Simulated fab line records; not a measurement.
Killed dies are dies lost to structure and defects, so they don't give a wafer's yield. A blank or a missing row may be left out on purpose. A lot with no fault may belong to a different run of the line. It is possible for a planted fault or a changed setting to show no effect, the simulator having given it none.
Which tool is to blame? / flow gf180mcu / 18 wafers from 6 lots sampled at 3 of the route's 602 steps

WHAT EACH GAUGE READ, for each wafer
GF_M3_OVL_MEAS_15.
lot=L719; measured=day 22 04:49; on=overlay-01; M3_OVL (nm)=4 -1 9
lot=L721; measured=day 22 22:50; on=overlay-01; M3_OVL (nm)=3 -4 4
lot=L723; measured=day 23 17:07; on=overlay-02; M3_OVL (nm)=-5 -15 -3
lot=L725; measured=day 24 13:17; on=overlay-02; M3_OVL (nm)=-4 -5 4
lot=L736; measured=day 27 16:40; on=overlay-01; M3_OVL (nm)=79 80 87
lot=L739; measured=day 28 16:35; on=overlay-01; M3_OVL (nm)=-6 -10 -3

WHICH TOOL RAN EACH LOT (tool, then ch and the chambers of the sampled wafers, then the start)
lot=L719; GF_M3_SPUTTER_02=pvdSputter-04, day 21 05:01; GF_M3_EXPOSE_11=krfScanner-02 ch 0, day 21 16:46
lot=L721; GF_M3_SPUTTER_02=pvdSputter-02, day 21 22:37; GF_M3_EXPOSE_11=krfScanner-02 ch 0, day 22 11:14
lot=L723; GF_M3_SPUTTER_02=pvdSputter-04, day 22 17:41; GF_M3_EXPOSE_11=krfScanner-02 ch 0, day 23 05:52
lot=L725; GF_M3_SPUTTER_02=pvdSputter-01, day 23 14:53; GF_M3_EXPOSE_11=krfScanner-02 ch 0, day 24 02:08
lot=L736; GF_M3_SPUTTER_02=pvdSputter-02, day 26 21:03; GF_M3_EXPOSE_11=krfScanner-02 ch 0, day 27 07:19
lot=L739; GF_M3_SPUTTER_02=pvdSputter-02, day 27 20:40; GF_M3_EXPOSE_11=krfScanner-01 ch 0, day 28 07:17
- GF_M3_SPUTTER_02: material AlCu, target thk 450 nm, time 23.9 s.
- GF_M3_EXPOSE_11: exposes mask Metal3, target cd 280 nm.

THE ANSWER, worked out from the rows above alone
Rule: the usual values come from the lots themselves. Put in order of their means at a reading, lots are off if they are a third of the lots or fewer, leave a main group of 4 or more, and stand apart from it by a gap of 3 or more times the standard deviation of the main group's means; of several such gaps the widest counts. If all means in a main group match to the digits the tables above print for the reading, that group is not used. A lot without any number at a reading at which 4 lots or more have one is off too. Any other lot the step has rows for is counted as sound.
Off: L736, seen at GF_M3_OVL_MEAS_15 (M3_OVL). The main group has a mean of -2 nm with a standard deviation of 4.4.
If a tool, at a process step before that reading, ran all the lots that are off and no sound lot after the first of them, it fits. Gauges at GF_M3_OVL_MEAS_15: tried the same way as those tools. One fits: krfScanner-02 at GF_M3_EXPOSE_11. Its last sound lot is L725 (day 24 02:08), its first lot that is off L736 (day 27 07:19): a fault that began between those two fits.

WHAT THE SIMULATOR PUT IN
Scanner matching overlay: krfScanner-02, from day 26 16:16 on, at GF_M3_EXPOSE_11. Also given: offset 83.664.
Lots struck among those shown: L736. The same result came from the rule above.
